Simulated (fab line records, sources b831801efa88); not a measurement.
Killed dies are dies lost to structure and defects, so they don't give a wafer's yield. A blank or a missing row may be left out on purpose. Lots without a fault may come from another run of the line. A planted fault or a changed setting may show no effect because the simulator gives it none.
A struck lot beside a sound one | flow sfq_line | 42 steps out of a route of 325
Sound: wafers L163.1, L163.5, L163.6. Struck: wafers L154.1, L154.2, L154.4. The cause comes at the end.
At each step with rows: each side's tool, then ch and its chambers, then its first start. Under that, the readings that differ: sound wafers | struck wafers | difference of the means | sigmas: that difference in standard deviations of wafers without a fault.
alike: readings whose means differ by less than 2 such deviations, and words and numbers that are the same on both sides. not compared: withheld readings, readings that some wafer has no value for, bounds like >300 that may hide the same value, and numbers for which the record gives no deviation and whose values overlap.
The two part at a step that has a row with sigmas, a row that says differs or no value, or rows on one side only. Numbers that don't overlap but have no deviation are shown without sigmas and don't part them. A reading that every wafer of one side lacks parts them only if that side has two wafers or more.

SFQ_TRILAYER_I4_VIA_STRIP_STRIP_107: strips in O2.
  sound on rie_metal-02 ch 0,1, day 63 23:40; struck on rie_metal-03 ch 0,1, day 54 15:28
  reading               | sound             | struck            | difference | sigmas
  oes_product_au (a.u.) | 0.997 0.985 0.987 | 1.012 1.008 1.011 | +0.021     | +3
  alike: drypump_motor_current_A
  not compared: rf_hours_counter_h
then, 6 steps without rows for these wafers: SFQ_TRILAYER_I4_VIA_STRIP_SOLV_CLEAN_108 (cleans in NMP, time 600 s); SFQ_TRILAYER_JJ_TRILAYER_DEP_PRE_CLEAN_113 (time 22.5 s); SFQ_TRILAYER_JJ_TRILAYER_DEP_SPUTTER_109 (material Nb, target thk 150 nm, time 100 s); SFQ_TRILAYER_JJ_TRILAYER_DEP_SPUTTER_110 (material Al, target thk 8 nm, time 10 s); SFQ_TRILAYER_JJ_TRILAYER_DEP_AL_OXIDATION_111 (oxidation time 600 s); SFQ_TRILAYER_JJ_TRILAYER_DEP_SPUTTER_112 (material Nb, target thk 170 nm, time 113.3 s).
SFQ_JJ_RS_MEAS_929: measures by four-point-probe.
  sound on film_metro-02, day 64 01:38; struck on film_metro-03, day 54 17:27
  reading           | sound             | struck            | difference | sigmas
  JJ_NB_RS (ohm/sq) | 1.062 1.058 1.060 | 1.038 1.030 1.037 | -0.025     | -2
then, 3 steps without rows for these wafers: SFQ_TRILAYER_JJ_CE_LITHO_COAT_119 (resist thk 62 nm); SFQ_TRILAYER_JJ_CE_LITHO_COAT_114 (resist thk 600 nm); SFQ_TRILAYER_JJ_CE_LITHO_SOFTBAKE_118.
-- the record jumps here: 5 days lie between the struck wafers' starts before and after --
SFQ_TRILAYER_JJ_CE_LITHO_EXPOSE_115: exposes mask J5, target cd 700 nm.
  sound on krf_scanner-01 ch 0, day 64 06:55; struck on krf_scanner-02 ch 0, day 60 01:27
  reading              | sound                | struck               | difference | sigmas
  exposure_dose_mJ_cm2 | 14.393 14.389 14.402 | 15.758 15.748 15.765 | +1.362     | +85
  alike: mask, reticle_temp_C
then, 2 steps without rows for these wafers: SFQ_TRILAYER_JJ_CE_LITHO_PEB_117 (peb time 60 s); SFQ_TRILAYER_JJ_CE_LITHO_DEVELOP_116 (time 60 s).
SFQ_JJ_OVL_MEAS_931:
  sound on overlay-01, day 64 08:25; struck on overlay-01, day 60 02:57
  alike: J5_OVL
SFQ_TRILAYER_JJ_CE_METRO_MEASURE_117:
  sound on cd_sem-01, day 64 08:27; struck on cd_sem-02, day 60 02:59
  reading    | sound             | struck            | difference | sigmas
  cd_nm (nm) | 700.5 700.5 699.4 | 683.7 684.7 682.7 | -16.4      | -13
SFQ_TRILAYER_JJ_CE_BARC_OPEN_RIE_150: chemistry O2, target BARC, target depth 240 nm, time 80 s.
  sound on rie_metal-04 ch 0,1, day 64 09:39; struck on rie_metal-04 ch 0,1, day 60 04:11
  reading             | sound             | struck            | difference | sigmas
  model.JJ.cd_nm (nm) | 699.8 699.8 699.5 | 684.1 683.7 682.7 | -16.2      |
  alike: drypump_motor_current_A, oes_product_au
  not compared: rf_hours_counter_h
SFQ_TRILAYER_JJ_CE_ETCH_RIE_118: chemistry SF6, target Nb, stops on Al2O3, time 97.7 s, target depth 170 nm.
  sound on rie_metal-04 ch 0,1, day 64 09:45; struck on rie_metal-04 ch 0,1, day 60 04:16
  reading             | sound         | struck            | difference | sigmas
  model.JJ.cd_nm (nm) | 700.7 700 699 | 682.8 683.8 681.2 | -17.3      |
  alike: drypump_motor_current_A, oes_product_au
  not compared: rf_hours_counter_h
then, 9 steps without rows for these wafers: SFQ_TRILAYER_JJ_ANODIZE_ANODIZE_119; SFQ_TRILAYER_JJ_CE_STRIP_STRIP_120 (strips in O2); SFQ_TRILAYER_JJ_CE_STRIP_SOLV_CLEAN_121 (cleans in NMP, time 600 s); SFQ_TRILAYER_M5_LITHO_COAT_128 (resist thk 62 nm); SFQ_TRILAYER_M5_LITHO_COAT_123 (resist thk 600 nm); SFQ_TRILAYER_M5_LITHO_SOFTBAKE_127; SFQ_TRILAYER_M5_LITHO_EXPOSE_124 (exposes mask M5, target cd 700 nm); SFQ_TRILAYER_M5_LITHO_PEB_126 (peb time 60 s); SFQ_TRILAYER_M5_LITHO_DEVELOP_125 (time 60 s).
-- the record jumps here: 6 days lie between the struck wafers' starts before and after --
SFQ_M5_OVL_MEAS_932:
  sound on overlay-02, day 68 12:01; struck on overlay-02, day 65 20:25
  alike: M5_OVL
then, 4 steps without rows for these wafers: SFQ_TRILAYER_M5_BARC_OPEN_METAL_ETCH_161 (etches BARC in O2, target depth 125 nm, time 41.7 s); SFQ_TRILAYER_M5_ETCH_METAL_ETCH_126 (etches Nb in Cl2/BCl3, stops on SiO2, time 203.2 s, target depth 265 nm); SFQ_TRILAYER_M5_STRIP_STRIP_127 (strips in O2); SFQ_TRILAYER_M5_STRIP_SOLV_CLEAN_128 (cleans in NMP, time 600 s).
SFQ_TRILAYER_A5B_DEP_PECVD_129: deposits SiO2 from SiH4/N2O, time 133.33 s, target thk 600 nm.
  sound on pecvd-01 ch 0,1,2, day 68 13:05; struck on pecvd-01 ch 0,2, day 65 22:20
  alike: heater_power_w, throttle_valve_pct
  not compared: since_wet_clean_h
SFQ_TRILAYER_A5B_CMP_CMP_130: polishes, stops on Nb, target thk 340.7 nm.
  sound on cmp-01 ch 0,1,3, day 68 15:16; struck on cmp-02 ch 0,2,3, day 66 11:13
  alike: motor_current_A
SFQ_TRILAYER_A5B_METRO_MEASURE_131:
  sound on film_metro-04, day 68 17:16; struck on film_metro-03, day 66 14:13
  alike: thk_nm
then, 1 step without rows for these wafers: SFQ_TRILAYER_R5_DEP_SPUTTER_132 (material Ti, target thk 5 nm, time 5 s).
SFQ_TRILAYER_R5_DEP_SPUTTER_133: material MoNx, target thk 40 nm, time 66.7 s.
  sound on pvd_sputter-04, day 68 18:29; struck on pvd_sputter-05, day 66 15:26
  alike: chamber_pressure_pa, throttle_valve_pct
then, 1 step without rows for these wafers: SFQ_TRILAYER_R5_DEP_SPUTTER_134 (material Ti, target thk 5 nm, time 5 s).
SFQ_R5_RS_MEAS_933: measures by four-point-probe.
  sound on film_metro-03, day 68 18:33; struck on film_metro-01, day 66 15:31
  alike: R5_MONX_RS
SFQ_R5_THK_MEAS_934: measures by xrf.
  sound on film_metro-03, day 68 18:40; struck on film_metro-01, day 66 15:38
  alike: R5_MONX_THK
then, 1 step without rows for these wafers: SFQ_TRILAYER_R5_LITHO_COAT_141 (resist thk 62 nm).
-- the record jumps here: 18 days lie between the struck wafers' starts before and after --
SFQ_M8_BOW_MEAS_951:
  sound on film_metro-04, day 90 07:00; struck on film_metro-02, day 85 00:06
  reading                | sound               | struck             | difference | sigmas
  model.etest.jj.g_times | 0.9998 0.9977 0.995 | 0.9492 0.952 0.945 | -0.0488    |
  alike: M8_BOW

WHERE THEY PART
First at SFQ_TRILAYER_I4_VIA_STRIP_STRIP_107; last, within this record, at SFQ_TRILAYER_JJ_CE_METRO_MEASURE_117. Later steps at which nothing parts them and some readings are alike: SFQ_TRILAYER_JJ_CE_BARC_OPEN_RIE_150, SFQ_TRILAYER_JJ_CE_ETCH_RIE_118, SFQ_M5_OVL_MEAS_932, SFQ_TRILAYER_A5B_DEP_PECVD_129, SFQ_TRILAYER_A5B_CMP_CMP_130, SFQ_TRILAYER_A5B_METRO_MEASURE_131, SFQ_TRILAYER_R5_DEP_SPUTTER_133, SFQ_R5_RS_MEAS_933, SFQ_R5_THK_MEAS_934, SFQ_M8_BOW_MEAS_951.

WHY: what the simulator had put in
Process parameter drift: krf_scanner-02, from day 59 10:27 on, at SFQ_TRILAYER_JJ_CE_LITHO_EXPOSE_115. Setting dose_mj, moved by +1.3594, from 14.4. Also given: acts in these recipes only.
